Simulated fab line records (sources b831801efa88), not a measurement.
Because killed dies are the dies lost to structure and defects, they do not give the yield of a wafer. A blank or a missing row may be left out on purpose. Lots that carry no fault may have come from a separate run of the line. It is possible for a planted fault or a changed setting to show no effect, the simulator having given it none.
Matching of chambers :: flow sky130 :: rie_diel-04 running SKY_PAD_OPEN_ETCH_07: 4 sister chambers
The step etches the open film in CF4/O2, stops on AlCu, target depth 725 nm, time 161.1 s. 8 wafers are shown with their chamber, then 10 later ones without.

EACH WAFER AND ITS CHAMBER
wafer: L080.3
chamber: 3
drypump_motor_current_A (A): 6.19
throttle_valve_pct (%): 5.956

wafer: L080.4
chamber: 2
drypump_motor_current_A (A): 6.22
throttle_valve_pct (%): 5.954

wafer: L080.5
chamber: 2
drypump_motor_current_A (A): 6.21
throttle_valve_pct (%): 5.964

wafer: L083.1
chamber: 3
drypump_motor_current_A (A): 6.21
throttle_valve_pct (%): 5.949

wafer: L083.3
chamber: 0
drypump_motor_current_A (A): 5.56
throttle_valve_pct (%): 5.970

wafer: L083.6
chamber: 0
drypump_motor_current_A (A): 5.57
throttle_valve_pct (%): 5.971

wafer: L085.1
chamber: 1
drypump_motor_current_A (A): 6.06
throttle_valve_pct (%): 5.963

wafer: L085.5
chamber: 1
drypump_motor_current_A (A): 6.05
throttle_valve_pct (%): 5.994

WAFERS MISSING THEIR CHAMBER
wafer: L085.6
drypump_motor_current_A (A): 5.55
throttle_valve_pct (%): 5.965

wafer: L086.2
drypump_motor_current_A (A): 5.53
throttle_valve_pct (%): 5.962

wafer: L086.4
drypump_motor_current_A (A): 6.22
throttle_valve_pct (%): 5.951

wafer: L086.5
drypump_motor_current_A (A): 6.24
throttle_valve_pct (%): 5.963

wafer: L091.1
drypump_motor_current_A (A): 6.21
throttle_valve_pct (%): 5.972

wafer: L091.2
drypump_motor_current_A (A): 6.25
throttle_valve_pct (%): 5.959

wafer: L091.5
drypump_motor_current_A (A): 6.24
throttle_valve_pct (%): 5.981

wafer: L095.2
drypump_motor_current_A (A): 6.21
throttle_valve_pct (%): 5.953

wafer: L095.3
drypump_motor_current_A (A): 5.53
throttle_valve_pct (%): 5.961

wafer: L095.4
drypump_motor_current_A (A): 6.23
throttle_valve_pct (%): 5.978

CHAMBER TAKEN BY EACH
wafer: L085.6
from the rows above: 0
in truth: 0

wafer: L086.2
from the rows above: 0
in truth: 0

wafer: L086.4
from the rows above: can't be placed: 2 or 3
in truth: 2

wafer: L086.5
from the rows above: can't be placed: 2 or 3
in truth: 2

wafer: L091.1
from the rows above: can't be placed: 2 or 3
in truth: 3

wafer: L091.2
from the rows above: can't be placed: 2 or 3
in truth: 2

wafer: L091.5
from the rows above: can't be placed: 2 or 3
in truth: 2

wafer: L095.2
from the rows above: can't be placed: 2 or 3
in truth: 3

wafer: L095.3
from the rows above: 0
in truth: 0

wafer: L095.4
from the rows above: can't be placed: 2 or 3
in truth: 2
3 of 10 placed correctly. These rows do not allow placing 7 (true chamber among the candidates in 7). Wrongly placed: 0.
How it was worked out, from the rows above alone: a wafer's distance from a chamber is the root of the sum, over the readings, of the square of ((its reading less the chamber's mean) divided by the reading's scatter). The wafer belongs to the nearest chamber; if the next one is less than 2 further off, it can't be placed. A chamber's mean is the mean of its shown wafers. The scatter: the root of (the sum of the squares of (reading less its chamber's mean) over the shown wafers, divided by (wafers less chambers)).
